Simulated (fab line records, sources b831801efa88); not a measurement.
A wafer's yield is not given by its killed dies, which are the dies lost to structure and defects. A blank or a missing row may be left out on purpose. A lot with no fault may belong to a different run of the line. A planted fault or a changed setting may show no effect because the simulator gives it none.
Which tool was responsible? ; flow gf180mcu ; 15 lots with 45 wafers sampled at 5 steps, on a route of 602 steps

== WHAT EACH GAUGE READ, for each wafer ==
GF_VT_IMPLANT_OVL_MEAS_40. Usual: for VT_IMPLANT_03_OVL the level is -0.7 nm and the standard deviation is 1.3.
lot;measured;on;VT_IMPLANT_03_OVL (nm);flag
L557;day 7 12:26;overlay-01;1.6 0.5 -0.9;
L559;day 8 01:27;overlay-02;-1.6 0.2 -0.2;
L560;day 8 08:18;overlay-02;-1.8 -0.4 -0.9;
L561;day 8 13:38;overlay-01;-2.2 -0.1 -1.7;
L562;day 8 21:08;overlay-02;-0.5 -3.2 -0.8;
L564;day 9 10:39;overlay-01;-1.8 -2.0 -2.7;
L565;day 9 15:56;overlay-01;0.8 1.5 0.2;
L566;day 10 01:53;overlay-01;-2.6 -2.7 -2.7;
L568;day 10 13:56;overlay-01;0.2 1.7 -1.5;
L569;day 10 20:36;overlay-02;-1.7 -0.4 -1.3;
L570;day 11 01:26;overlay-02;0.1 -0.8 1.4;
L571;day 11 08:51;overlay-01;0.8 -1.3 0.7;
L572;day 11 17:08;overlay-01;-2.9 -2.5 -2.4;
L573;day 11 21:17;overlay-01;-0.1 -2.4 -1.0;
L580;day 13 23:52;overlay-02;-1.2 -1.4 -2.2;

GF_HV_LDD_TW_MEAS_23. Usual: for HV_LDD_2_TW the level is 1054 and the standard deviation is 7.3.
lot;measured;on;HV_LDD_2_TW;flag
L557;day 11 01:18;film_metro-04;1041 1041 1038;
L559;day 11 09:20;film_metro-04;1035 1042 1041;
L560;day 11 19:59;film_metro-02;1059 1060 1060;
L561;day 12 02:15;film_metro-04;1048 1045 1046;
L562;day 12 06:18;film_metro-02;1056 1045 1052;
L564;day 12 22:53;film_metro-03;1063 1061 1065;
L565;day 13 03:08;film_metro-03;1061 1062 1064;
L566;day 13 15:18;film_metro-04;1044 1048 1050;
L568;day 14 08:16;film_metro-02;1060 1062 1062;
L569;day 14 14:44;film_metro-02;1063 1064 1061;
L570;day 14 19:15;film_metro-04;1049 1043 1038;
L571;day 15 02:47;film_metro-04;30 30 30;OFF
L572;day 15 13:08;film_metro-04;30 30 30;OFF
L573;day 15 16:39;film_metro-03;30 30 30;OFF
L580;day 18 11:35;film_metro-03;1058 1053 1057;

GF_PSD_RS_MEAS_14: the measuring method here is four-point-probe. Usual: for NSD_RS the level is 46.13 ohm/sq and the standard deviation is 0.08.
lot;measured;on;NSD_RS (ohm/sq);flag
L557;day 14 11:40;film_metro-01;46.04 46.17 46.10;
L559;day 14 21:53;film_metro-04;46.21 46.13 46.18;
L560;day 15 09:33;film_metro-04;46.10 46.07 46.02;
L561;day 15 16:47;film_metro-01;46.05 46.11 46.05;
L562;day 15 21:21;film_metro-03;46.23 46.20 46.26;
L564;day 16 15:09;film_metro-04;46.07 46.13 46.16;
L565;day 16 20:22;film_metro-03;46.17 46.13 46.10;
L566;day 17 08:26;film_metro-03;46.21 46.16 46.29;
L568;day 18 04:08;film_metro-03;46.18 46.16 46.20;
L569;day 18 10:26;film_metro-01;46.03 46.11 46.11;
L570;day 18 16:13;film_metro-01;46.13 46.24 46.11;
L580;day 22 15:15;film_metro-04;46.19 46.19 46.15;

== WHICH TOOL RAN EACH LOT (tool, then ch and the chambers of the sampled wafers, then the start) ==
lot;GF_HV_LDD_IMPLANT_21;GF_PSD_RTA_13
L557;implanter-01 ch 0, day 11 01:04;rtp_anneal-01 ch 0, day 14 11:34
L559;implanter-02 ch 0, day 11 09:05;rtp_anneal-01 ch 0, day 14 21:49
L560;implanter-03 ch 0, day 11 19:44;rtp_anneal-01 ch 0, day 15 09:28
L561;implanter-01 ch 0, day 12 02:00;rtp_anneal-01 ch 0, day 15 16:41
L562;implanter-01 ch 0, day 12 06:04;rtp_anneal-02 ch 0, day 15 21:16
L564;implanter-02 ch 0, day 12 22:36;rtp_anneal-01 ch 0, day 16 15:04
L565;implanter-02 ch 0, day 13 02:54;rtp_anneal-01 ch 0, day 16 20:17
L566;implanter-02 ch 0, day 13 15:03;rtp_anneal-02 ch 0, day 17 08:21
L568;implanter-01 ch 0, day 14 08:02;rtp_anneal-02 ch 0, day 18 04:02
L569;implanter-01 ch 0, day 14 14:29;rtp_anneal-01 ch 0, day 18 10:21
L570;implanter-03 ch 0, day 14 19:01;rtp_anneal-02 ch 0, day 18 16:07
L571;implanter-01, day 15 02:32;-
L572;implanter-03, day 15 12:53;-
L573;implanter-03, day 15 16:25;-
L580;implanter-03 ch 0, day 18 11:20;rtp_anneal-02 ch 0, day 22 15:10
- GF_HV_LDD_IMPLANT_21
- GF_PSD_RTA_13: time 20 s.

== WHAT THE TOOLS THEMSELVES READ (means of the sampled wafers that have a number; where no wafer has one, the mark that the record gives instead) ==
GF_HV_LDD_IMPLANT_21. Usual: beam_energy_keV 25.000, standard deviation 0.0087; beam_on_s 10.02 s, standard deviation 0.21.
lot;tool;beam_energy_keV;beam_on_s (s);flag
L557;implanter-01;25.001;10.00;
L559;implanter-02;25.004;9.97;
L560;implanter-03;25.001;10.14;
L561;implanter-01;25.006;9.97;
L562;implanter-01;24.997;10.08;
L564;implanter-02;24.992;10.16;
L565;implanter-02;25.005;10.00;
L566;implanter-02;25.011;9.96;
L568;implanter-01;24.999;9.97;
L569;implanter-01;24.999;10.14;
L570;implanter-03;25.002;10.06;
L571;implanter-01;-;-;OFF
L572;implanter-03;-;-;OFF
L573;implanter-03;-;-;OFF
L580;implanter-03;24.999;10.35;

GF_PSD_RTA_13. Usual: lamp_power_pct 35.0 %, standard deviation 1.6; wafer_temp_C_max 1030.2, standard deviation 0.92.
lot;tool;lamp_power_pct (%);wafer_temp_C_max;flag
L557;rtp_anneal-01;33.4;1030.4;
L559;rtp_anneal-01;33.4;1030.5;
L560;rtp_anneal-01;33.4;1030.8;
L561;rtp_anneal-01;33.4;1029.3;
L562;rtp_anneal-02;36.6;1031.3;
L564;rtp_anneal-01;33.4;1030.0;
L565;rtp_anneal-01;33.4;1029.9;
L566;rtp_anneal-02;36.6;1031.6;
L568;rtp_anneal-02;36.6;1030.2;
L569;rtp_anneal-01;33.4;1030.1;
L570;rtp_anneal-02;36.6;1029.8;
L580;rtp_anneal-02;36.5;1030.5;

== THE ANSWER, worked out from the rows above alone ==
Rule: a lot counts as off when the mean over its wafers that have a number is more than 3 standard deviations away from the usual mean. Also off: a lot with no number at a reading for which 4 or more lots have one. Where the step has rows for the other lots, those lots are counted as sound. After the gauges, taken in route order, come the tools' own readings; for these a lot's mean is taken, as printed above. At the first step where some lot is off, the reading lying furthest off is the one used; lots without a number count as furthest.
Off: L571, L572, L573, at GF_HV_LDD_TW_MEAS_23 (HV_LDD_2_TW).
If a tool, at a process step before that reading, ran all the lots that are off and no sound lot after the first of them, it fits. Not tried: the gauges at GF_HV_LDD_TW_MEAS_23; whatever is off there is also off at GF_HV_LDD_IMPLANT_21, on other tools, and gauge error can't account for it. None of those tried fits.

== WHAT THE SIMULATOR HAD INSERTED ==
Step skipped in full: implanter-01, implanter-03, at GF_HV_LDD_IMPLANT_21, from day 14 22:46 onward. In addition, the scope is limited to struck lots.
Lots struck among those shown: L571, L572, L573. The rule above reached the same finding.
